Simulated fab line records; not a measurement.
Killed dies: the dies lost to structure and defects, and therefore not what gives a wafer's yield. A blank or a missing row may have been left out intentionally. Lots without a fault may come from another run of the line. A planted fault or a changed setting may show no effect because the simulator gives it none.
Which of the tools did it? + flow sky130 + Sampling: 7 lots, 21 wafers, 2 of 708 route steps

WHAT EACH GAUGE READ, for each wafer
SKY_CONTACT_OVL_MEAS_15.
| lot  | measured     | on         | CONTACT_OVL (nm) |
|------|--------------|------------|------------------|
| L301 | day 33 09:36 | overlay-01 | -6 -1 -6         |
| L300 | day 33 11:28 | overlay-02 | 1 -3 8           |
| L305 | day 33 22:40 | overlay-01 | 3 -2 -4          |
| L308 | day 34 21:09 | overlay-02 | 7 1 4            |
| L314 | day 36 17:57 | overlay-02 | -1 4 9           |
| L316 | day 37 16:31 | overlay-02 | -3 -2 -3         |
| L320 | day 38 11:17 | overlay-01 | -8 3 -4          |

TOOL THAT RAN EACH LOT (tool first, then ch and the chambers of the sampled wafers, then the start)
| lot  | SKY_POLY_CUT_STRIP_12                |
|------|--------------------------------------|
| L301 | plasma asher-02 ch 0,1, day 26 04:28 |
| L300 | plasma asher-04 ch 0,1, day 26 04:35 |
| L305 | plasma asher-02 ch 0,1, day 26 18:37 |
| L308 | plasma asher-04 ch 0, day 27 20:53   |
| L314 | plasma asher-04 ch 0,1, day 29 19:58 |
| L316 | plasma asher-01 ch 0,1, day 30 20:25 |
| L320 | plasma asher-04 ch 0,1, day 31 17:10 |
- SKY_POLY_CUT_STRIP_12: strips in O2/N2.

THE ANSWER, worked out from the rows above alone
Rule: usual is defined by the lots themselves. Put in order of their means at a reading, lots are off if they are a third of the lots or fewer, leave a main group of 4 or more, and stand apart from it by a gap of 3 or more times the standard deviation of the main group's means; of several such gaps the widest counts. If all means in a main group match to the digits the tables above print for the reading, that group is not used. Also off: a lot with no number at a reading for which 4 or more lots have one. Any other lot the step has rows for is counted as sound.
No lot is off at any reading shown: from this, nothing can be told.

WHAT HAD BEEN PUT IN BY THE SIMULATOR
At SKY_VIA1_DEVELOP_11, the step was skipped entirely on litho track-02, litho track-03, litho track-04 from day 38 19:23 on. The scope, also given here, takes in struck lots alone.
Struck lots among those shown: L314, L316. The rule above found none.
